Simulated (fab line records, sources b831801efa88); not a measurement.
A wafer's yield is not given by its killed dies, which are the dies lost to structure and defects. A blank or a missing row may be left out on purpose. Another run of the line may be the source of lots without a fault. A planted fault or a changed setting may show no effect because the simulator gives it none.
The same fault as seen by 2 desks | flow sfq line | each desk holds nothing but its own numbers, with what lay behind them at the end

DESK OF THE TOOL OWNER: rie metal-03
The tool's own readings at SFQ_TRILAYER_M7_ETCH_METAL_ETCH_180 (etches Nb in Cl2/Ar, stops on SiO2, target depth 240 nm, time 120 s): means of the sampled wafers that have a number, for each lot that ran on this tool. Marked OUT: a lot whose mean sits more than 4 standard deviations from the usual mean, which makes it out of limits; the brackets give that distance.
Columns: A = chamber pressure mTorr at SFQ_TRILAYER_M7_ETCH_METAL_ETCH_180, usual 9.999 mTorr; B = drypump motor current A at SFQ_TRILAYER_M7_ETCH_METAL_ETCH_180, usual 5.7 A; C = oes product au at SFQ_TRILAYER_M7_ETCH_METAL_ETCH_180, usual 0.895 a.u.; D = rf fwd power W at SFQ_TRILAYER_M7_ETCH_METAL_ETCH_180, usual 596.1 W
lot  | first seen here | A     | B   | C     | D
L977 | day 82 04:20    | 9.995 | 5.2 | 0.885 | 595.1
L983 | day 91 11:28    | 9.991 | 5.7 | 0.887 | 500.2 (-50) OUT
L984 | day 91 15:07    | 9.987 | 5.2 | 0.891 | 496.6 (-52) OUT
L986 | day 91 23:34    | 9.998 | 5.2 | 0.884 | 502.0 (-50) OUT
This desk's verdict: out of limits on L983, L984, L986, starting with L983 at day 91 11:28 (rf fwd power W at SFQ_TRILAYER_M7_ETCH_METAL_ETCH_180). L977 stayed within limits.

THE METROLOGY DESK
Means of the sampled wafers that have a number, per lot and without regard to the tool the lot ran on: this is what the gauges read. Marked OUT: a lot whose mean sits more than 4 standard deviations from the usual mean, which makes it out of limits; the brackets give that distance.
Columns: A = M7_NB_RS at SFQ_M7_RS_MEAS_943, usual 0.889 ohm/sq; B = M7_OVL at SFQ_M7_OVL_MEAS_945, usual 1 nm
lot  | first seen here | A     | B
L975 | day 77 14:26    | 0.904 | -2
L977 | day 77 19:22    | 0.906 | -4
L983 | day 88 02:01    | 0.897 | 7
L984 | day 88 07:48    | 0.882 | -3
L986 | day 88 18:01    | 0.892 | 5
L989 | day 89 20:36    | 0.895 | 1
L994 | day 90 11:17    | 0.889 | -6
This desk's verdict: no lot among the 7 shows anything out of limits.

PUT TOGETHER
The tool owner's desk could have raised an alarm at day 91 11:28, on L983, L984, L986.
From the metrology desk's view, nothing was out of limits.
The metrology desk holds a record of L983, L984, L986, inside its limits.
The lots listed all ran SFQ_TRILAYER_M7_ETCH_METAL_ETCH_180 on rie metal-03.

WHAT THE SIMULATOR HAD INSERTED
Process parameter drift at SFQ_TRILAYER_M7_ETCH_METAL_ETCH_180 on rie metal-03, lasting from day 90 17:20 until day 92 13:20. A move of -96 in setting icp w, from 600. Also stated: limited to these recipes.
Shown lots that were struck: L983, L984, L986.
Delay in hours, fault start to first out-of-limits reading, by desk: the tool owner's desk at 18.
